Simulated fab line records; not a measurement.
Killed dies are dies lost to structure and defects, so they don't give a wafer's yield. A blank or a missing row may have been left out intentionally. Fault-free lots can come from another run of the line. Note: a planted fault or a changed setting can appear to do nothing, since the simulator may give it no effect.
fab line records    flow gf180mcu
record lots=15  wafers=45  lastDay=34
route steps=602 shown V5@558 PASSIVATION@597
lots with no fault: from the same line, run without faults
startH: the number of hours between the record's first day and the start of the first shown wafer of the lot    waitH: hours since the lot's step before    " repeats the value in the row above    L1.1+2: a row that stands for several wafers    - no value, or no start was given    * or withheld: withheld    < > ~ a bound
route shown NAME@n: NAME is a module with steps in the file, n the number in the route of the first one    usual: mean/standard deviation taken from wafers without a fault    same: alike in all rows    chamber/n: place in a boat    sites: per-site readings    _std_site: standard deviation across them    _edge_site: the outer-site mean with the inner-site mean subtracted    radiusMm: how far each site lies from the wafer's centre    mask NAME#n: copy n    behind: the tool/chamber that last shaped the wafer    hold: the reason the lot was held/the length of the hold in hours/how it ended    device: transistor that didn't switch, given as n, p or np    end of line: at the end of the route, the tests of the same wafers    step lacking rows: just its recipe    killed: not the wafer's yield, but the dies lost to structure and defects at the first sort    map: dies across one wafer; x = killed, . = not, _ = none there
set.NAME: the setting the step ran with; set.NAME@STEP: the setting that earlier step ran with    model.NAME: the simulator's own value behind a step, which no gauge read
route steps across a sampled set of lots; one table per step, one row per wafer
services: when a tool's chamber went out of use (startH, in hours from the record's first day, below 0 if earlier), for how many hours, and the reason
## steps
# step GF_V5_STRIP_18
# recipe chemistry=O2/N2  powerW=1400  pressureMtorr=1500  platenTempC=250  o2FlowSccm=3000  n2FlowSccm=300  overashFraction=0.5
# usual drypumpMotorCurrentA=5.3/0.37  heaterPowerW=356/38  oesProductAu=0.569/0.0047
lot.wafer  tool            chamber  startH  waitH  drypumpMotorCurrentA  heaterPowerW  oesProductAu  rfHoursCounterH
L927.1     plasmaAsher-01  1        649.78  -      5.4                   415           0.560         23
L927.4     "               0        "       "      5.1                   309           0.562         -
L927.6     "               1        "       "      5.4                   400           0.560         -
L929.4     plasmaAsher-04  1        658.87  -      5.1                   377           0.569         -
L929.5     "               1        "       "      5.1                   376           0.567         -
L929.6     "               0        "       "      4.9                   340           0.559         -
L930.3     plasmaAsher-01  0        665.48  -      5.1                   299           0.578         -
L930.4     "               1        "       "      5.4                   409           0.580         -
L930.5     "               0        "       "      5.1                   303           0.575         -
L932.1     plasmaAsher-03  0        682.13  -      5.5                   347           0.574         103
L932.4     "               0        "       "      5.4                   344           0.561         -
L932.6     "               0        "       "      5.5                   332           0.565         -
L938.2     plasmaAsher-01  1        722.10  -      5.4                   413           0.571         31
L938.4     "               0        "       "      5.1                   299           0.570         -
L938.6     "               0        "       "      5.1                   303           0.562         -
L939.1     plasmaAsher-04  0        728.85  -      4.9                   337           0.561         96
L939.2     "               1        "       "      5.1                   375           0.565         96
L939.6     "               1        "       "      5.1                   379           0.572         -
L940.2     plasmaAsher-01  1        736.13  -      5.4                   404           0.575         32
L940.5     "               1        "       "      5.4                   407           0.565         -
L940.6     "               0        "       "      5.1                   294           0.563         -
L941.1     plasmaAsher-04  1        743.79  -      5.1                   382           0.566         98
L941.2     "               0        "       "      4.9                   331           0.569         98
L941.5     "               0        "       "      4.9                   335           0.574         -
L942.1     plasmaAsher-01  0        747.80  -      5.1                   293           0.567         33
L942.3     "               0        "       "      5.1                   299           0.562         -
L942.4     "               1        "       "      5.4                   405           0.569         -
L943.2     plasmaAsher-03  0        751.14  -      5.4                   343           0.575         1
L943.4     "               0        "       "      5.5                   347           0.573         -
L943.5     "               0        "       "      5.4                   338           0.575         -
L944.1     plasmaAsher-01  0        761.99  -      5.1                   299           0.565         35
L944.3     "               1        "       "      5.4                   403           0.574         -
L944.6     "               0        "       "      5.2                   296           0.569         -
L945.1     plasmaAsher-03  0        765.08  -      5.4                   338           0.565         2
L945.4     "               0        "       "      5.4                   345           0.578         -
L945.6     "               1        "       "      6.1                   384           0.564         -
L946.2     plasmaAsher-03  0        771.04  -      5.4                   344           0.569         3
L946.4     "               0        "       "      5.4                   343           0.564         -
L946.6     "               1        "       "      6.1                   381           0.575         -
L947.1     plasmaAsher-01  0        772.78  -      5.1                   297           0.565         36
L947.2     "               1        "       "      5.4                   410           0.573         36
L947.5     "               1        "       "      5.4                   411           0.570         -
L948.1     plasmaAsher-04  0        779.74  -      4.9                   331           0.565         102
L948.3     "               1        "       "      5.1                   384           0.567         -
L948.6     "               1        "       "      5.1                   374           0.563         -
# step GF_V5_SPUTTER_21
# recipe material=Ti  targetThkNm=15  chamberPressurePa=5  powerW=2500  substrateTempC=200  timeS=80.02
# usual throttleValvePct=30.3/0.95
lot.wafer  tool           chamber  startH  waitH  throttleValvePct
L927.1     pvdSputter-01  -        650.32  0.0    31.1
L927.4     "              -        "       "      30.1
L927.6     "              -        "       "      30.4
L929.4     pvdSputter-01  -        659.72  0.0    30.1
L929.5     "              -        "       "      30.9
L929.6     "              -        "       "      30.1
L930.3     pvdSputter-04  -        665.99  0.0    30.9
L930.4     "              -        "       "      27.6
L930.5     "              -        "       "      31.1
L932.1     pvdSputter-02  -        682.67  0.0    29.9
L932.4     "              -        "       "      30.5
L932.6     "              -        "       "      30.9
L938.2     pvdSputter-02  -        722.64  0.0    30.3
L938.4     "              -        "       "      30.6
L938.6     "              -        "       "      29.6
L939.1     pvdSputter-01  -        729.38  0.0    30.4
L939.2     "              -        "       "      30.0
L939.6     "              -        "       "      30.4
L940.2     pvdSputter-04  -        736.70  0.0    31.1
L940.5     "              -        "       "      30.4
L940.6     "              -        "       "      31.2
L941.1     pvdSputter-02  -        744.37  0.0    30.4
L941.2     "              -        "       "      31.2
L941.5     "              -        "       "      29.7
L942.1     pvdSputter-02  -        748.37  0.0    30.3
L942.3     "              -        "       "      29.8
L942.4     "              -        "       "      30.5
L943.2     pvdSputter-04  -        751.79  0.0    31.2
L943.4     "              -        "       "      30.7
L943.5     "              -        "       "      27.4
L944.1     pvdSputter-04  -        762.53  0.0    30.7
L944.3     "              -        "       "      27.7
L944.6     "              -        "       "      27.6
L945.1     pvdSputter-02  -        765.66  0.0    30.6
L945.4     "              -        "       "      30.8
L945.6     "              -        "       "      30.7
L946.2     pvdSputter-01  -        771.58  0.0    30.2
L946.4     "              -        "       "      30.3
L946.6     "              -        "       "      30.3
L947.1     pvdSputter-04  -        773.41  0.0    27.5
L947.2     "              -        "       "      30.9
L947.5     "              -        "       "      31.2
L948.1     pvdSputter-04  -        780.31  0.0    31.2
L948.3     "              -        "       "      30.6
L948.6     "              -        "       "      31.2
# step GF_PASSIVATION_DEVELOP_10
# recipe developTimeS=60  devTempC=23
# usual chillPlateTempC=23.01/0.093  developTimeS=60/0
lot.wafer  tool           chamber  startH  waitH  chillPlateTempC  developTimeS
L927.1     lithoTrack-01  0        691     -      23.20            60
L927.4     "              0        "       "      22.99            60
L927.6     "              0        "       "      22.93            60
L929.4     lithoTrack-02  0        700     -      22.96            60
L929.5     "              0        "       "      22.87            60
L929.6     "              0        "       "      22.98            60
L930.3     lithoTrack-03  0        705     -      23.05            60
L930.4     "              0        "       "      23.08            60
L930.5     "              0        "       "      23.13            60
L932.1     lithoTrack-01  0        721     -      23.06            60
L932.4     "              0        "       "      23.12            60
L932.6     "              0        "       "      22.95            60
L938.2     lithoTrack-01  -        758     -      -                -
L938.4     "              -        "       "      -                -
L938.6     "              -        "       "      -                -
L939.1     lithoTrack-01  -        764     -      -                -
L939.2     "              -        "       "      -                -
L939.6     "              -        "       "      -                -
L940.2     lithoTrack-01  -        774     -      -                -
L940.5     "              -        "       "      -                -
L940.6     "              -        "       "      -                -
L941.1     lithoTrack-01  0        778     -      22.85            60
L941.2     "              0        "       "      23.01            60
L941.5     "              0        "       "      23.03            60
L942.1     lithoTrack-02  0        782     -      22.91            60
L942.3     "              0        "       "      22.96            60
L942.4     "              0        "       "      23.04            60
L943.2     lithoTrack-01  0        785     -      22.95            60
L943.4     "              0        "       "      23.04            60
L943.5     "              0        "       "      23.12            60
L944.1     lithoTrack-03  0        795     -      23.05            60
L944.3     "              0        "       "      23.07            60
L944.6     "              0        "       "      23.05            60
L945.1     lithoTrack-02  0        798     -      23.22            60
L945.4     "              0        "       "      22.87            60
L945.6     "              0        "       "      22.90            60
L946.2     lithoTrack-01  0        803     -      23.10            60
L946.4     "              0        "       "      23.08            60
L946.6     "              0        "       "      23.04            60
L947.1     lithoTrack-03  0        805     -      22.95            60
L947.2     "              0        "       "      23.02            60
L947.5     "              0        "       "      23.15            60
L948.1     lithoTrack-01  0        812     -      23.04            60
L948.3     "              0        "       "      23.09            60
L948.6     "              0        "       "      23.16            60
# step GF_PASSIVATION_BOW_MEAS_14
# recipe mode=bow
# usual PASSIVATION_BOW=134/11
lot.wafer  tool          chamber  startH  waitH  PASSIVATION_BOW[um]
L927.1     filmMetro-02  -        693.23  0.0    145
L927.4     "             -        "       "      146
L927.6     "             -        "       "      141
L929.4     filmMetro-02  -        702.79  0.1    114
L929.5     "             -        "       "      124
L929.6     "             -        "       "      120
L930.3     filmMetro-01  -        707.42  0.0    136
L930.4     "             -        "       "      147
L930.5     "             -        "       "      146
L932.1     filmMetro-01  -        723.53  0.0    147
L932.4     "             -        "       "      137
L932.6     "             -        "       "      157
L938.2     filmMetro-03  -        760.60  0.0    147
L938.4     "             -        "       "      148
L938.6     "             -        "       "      147
L939.1     filmMetro-02  -        766.82  0.0    124
L939.2     "             -        "       "      112
L939.6     "             -        "       "      126
L940.2     filmMetro-01  -        776.29  0.0    133
L940.5     "             -        "       "      128
L940.6     "             -        "       "      117
L941.1     filmMetro-01  -        780.27  0.0    132
L941.2     "             -        "       "      124
L941.5     "             -        "       "      128
L942.1     filmMetro-02  -        784.28  0.0    145
L942.3     "             -        "       "      152
L942.4     "             -        "       "      144
L943.2     filmMetro-02  -        787.84  0.0    125
L943.4     "             -        "       "      125
L943.5     "             -        "       "      109
L944.1     filmMetro-02  -        797.22  0.0    145
L944.3     "             -        "       "      154
L944.6     "             -        "       "      141
L945.1     filmMetro-03  -        800.03  0.0    145
L945.4     "             -        "       "      139
L945.6     "             -        "       "      148
L946.2     filmMetro-02  -        805.74  0.0    141
L946.4     "             -        "       "      137
L946.6     "             -        "       "      148
L947.1     filmMetro-01  -        807.87  0.0    136
L947.2     "             -        "       "      139
L947.5     "             -        "       "      131
L948.1     filmMetro-03  -        814.57  0.0    144
L948.3     "             -        "       "      125
L948.6     "             -        "       "      134
## services
tool            chamber  startH  hours  kind
plasmaAsher-01  -        658.70  0.7    repair
plasmaAsher-03  -        682.79  2.2    repair
pvdSputter-02   -        706.00  3.2    repair
plasmaAsher-03  -        714.05  0.8    repair
plasmaAsher-03  -        733.76  9.0    pm
plasmaAsher-03  0        733.76  9.0    ventCycle
plasmaAsher-03  1        733.76  9.0    ventCycle
plasmaAsher-03  -        734.03  1.5    repair
plasmaAsher-01  -        737.03  2.8    pm
plasmaAsher-03  0        742.76  -      clean
plasmaAsher-03  1        742.76  -      clean
plasmaAsher-04  -        788.33  0.9    repair
plasmaAsher-04  -        790.38  2.8    repair
## key
firstSign step=GF_PASSIVATION_DEVELOP_10  reading=toolRecord  direction=missing
effect none on later readings
metAt GF_PASSIVATION_DEVELOP_10
struckLots L938,L939,L940
laterRowsLeftOut L938.2,L938.4,L938.6,L939.1,L939.2,L939.6,L940.2,L940.5,L940.6
sortLeftOut L938.2,L938.4,L938.6,L939.1,L939.2,L939.6,L940.2,L940.5,L940.6
notActingAt GF_V5_STRIP_18,GF_V5_SPUTTER_21,GF_PASSIVATION_BOW_MEAS_14
onsetBetween 721 758
fault kind=skippedStepWhole  tool=lithoTrack-01  chamber=-  onsetH=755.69  steps=GF_PASSIVATION_DEVELOP_10  scope=struckLotsOnly
# sortLeftOut: the simulated sort isn't trusted on such a fault, so these wafers' sort isn't shown, and their yield isn't known
# laterRowsLeftOut: the simulator's readings of these wafers behind a module that went badly wrong aren't trusted and aren't shown, but for the sort
